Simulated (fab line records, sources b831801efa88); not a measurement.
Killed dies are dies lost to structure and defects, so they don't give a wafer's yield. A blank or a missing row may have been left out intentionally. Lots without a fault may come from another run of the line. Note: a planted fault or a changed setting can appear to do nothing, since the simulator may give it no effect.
Struck lot and sound lot, side by side    flow sky130    16 out of 708 route steps
Sound: these wafers, L713.1, L713.2, L713.4. Struck: wafer L718.5 (L718.4, L718.6, from the same lot, were not struck and are left out); the cause is given at the end.
At each step with rows: each side's tool, then ch and its chambers, then its first start. Under that, the readings that differ: sound wafers    struck wafers    difference of the means    sigmas: that difference in standard deviations of wafers without a fault.
alike: a reading whose means differ by less than 2 such deviations, as well as words and numbers matching on both sides. not compared: withheld readings; readings where some wafer has no value; bounds like >300 that might hide an equal value; numbers whose values overlap and for which the record gives no deviation.
Wherever a step has rows on one side only, a row that says differs or no value, or a row with sigmas, the two part there. Numbers that have no deviation but don't overlap get no sigmas and don't part them. A reading missing from all wafers of one side parts the sides only when that side holds two or more wafers.

first, 2 steps without rows for these wafers: SKY_METAL3_PEB_11; SKY_METAL3_DEVELOP_12 (develop time 60 s).
SKY_METAL3_CD_MEAS_13: target cd 300 nm.
  sound on cdSem-01 at day 40 11:19; struck on cdSem-01 at day 41 16:11
  alike: cdNm
SKY_METAL3_OVL_MEAS_14:
  sound on overlay-02 at day 40 11:26; struck on overlay-02 at day 41 16:16
  alike: METAL3_OVL
SKY_METAL3_DESCUM_15: chemistry O2, time 8 s.
  sound on rieMetal-04 ch 0,1, day 40 11:28; struck on rieMetal-02 ch 1, day 41 16:17
reading                   sound           struck  difference  sigmas
drypumpMotorCurrentA (A)  5.57 5.73 5.72  6.07    +0.40       +2
  alike: oesProductAu
  not compared: rfHoursCounterH
SKY_METAL3_ETCH_16: etches BARC in N2/H2, stops on SiO2, time 88.2 s, target depth 60 nm.
  sound on rieMetal-04 ch 0,1, day 40 11:31; struck on rieMetal-02 ch 1, day 41 16:20
reading                   sound           struck  difference  sigmas
drypumpMotorCurrentA (A)  5.57 5.76 5.75  6.06    +0.37       +2
  alike: biasW, oesProductAu, throttleValvePct
  not compared: rfHoursCounterH
SKY_METAL3_ETCH_17: etches SiO2 in C4F8/O2/Ar, stops on TiN, time 3.9 s, target depth 15 nm.
  sound on rieDiel-04 ch 0,2,3, day 40 11:36; struck on rieDiel-04 ch 3, day 41 16:24
  alike: biasW, oesProductAu
SKY_METAL3_METAL_ETCH_18: etches the open film in Cl2/BCl3, stops on SiO2, target depth 845 nm, time 183.1 s.
  sound on rieMetal-01 ch 0, day 40 11:37; struck on rieMetal-01 ch 1, day 41 16:29
  alike: biasW, drypumpMotorCurrentA, oesProductAu, throttleValvePct
  not compared: rfHoursCounterH
then, 4 steps without rows for these wafers: SKY_METAL3_STRIP_19 (strips in O2/N2); SKY_METAL3_STRIP_20 (strips in post etch residue remover, time 1200 s); SKY_METAL3_CLEAN_21 (cleans in IPA, time 180 s); SKY_METAL3_CLEAN_22 (cleans in O3/DIW).
SKY_VIA3_HDPCVD_00: deposits SiO2, target thk 1635 nm, time 272.5 s.
  sound on hdpcvd-01 ch 0,1,2, day 40 12:37; struck on hdpcvd-01 ch 2, day 41 17:17
reading                                  sound           struck  difference  sigmas
model.SiO2_of_VIA3_HDPCVD_00.thkNm (nm)  1635 1669 1636  738.2   -908.5      
SKY_VIA3_THK_MEAS_01:
  sound on filmMetro-01 at day 40 12:47; struck on filmMetro-01 at day 41 17:24
reading               sound           struck  difference  sigmas
VIA3_HDPCVD_THK (nm)  1635 1669 1635  739     -907        -60
SKY_VIA3_CMP_02: polishes SiO2.
  sound on cmp-02 ch 0,2,3, day 40 12:53; struck on cmp-02 ch 0, day 41 17:32
  alike: headPressurePsi, motorCurrentA, platenRpm
-- the record jumps here: 7 days lie between the struck wafers' starts before and after (it left off in module VIA3 and takes up again in module PAD_OPEN, whose first step shown is number 708 of the route) --
SKY_PAD_OPEN_PROBE_99:
  sound on prober-02 at day 47 15:32; struck on prober-02 at day 48 14:09
reading                            sound                 struck  difference  sigmas
model.etest.met4Comb.leakLog10AUm  -11.84 -12.03 -12.19  -6.847  +5.173      

== WHERE THEY PART ==
Last at SKY_VIA3_THK_MEAS_01 as far as this record goes, first at SKY_METAL3_DESCUM_15. Later steps at which nothing parts them and some readings are alike: SKY_VIA3_CMP_02.

WHY: whatever the simulator had introduced
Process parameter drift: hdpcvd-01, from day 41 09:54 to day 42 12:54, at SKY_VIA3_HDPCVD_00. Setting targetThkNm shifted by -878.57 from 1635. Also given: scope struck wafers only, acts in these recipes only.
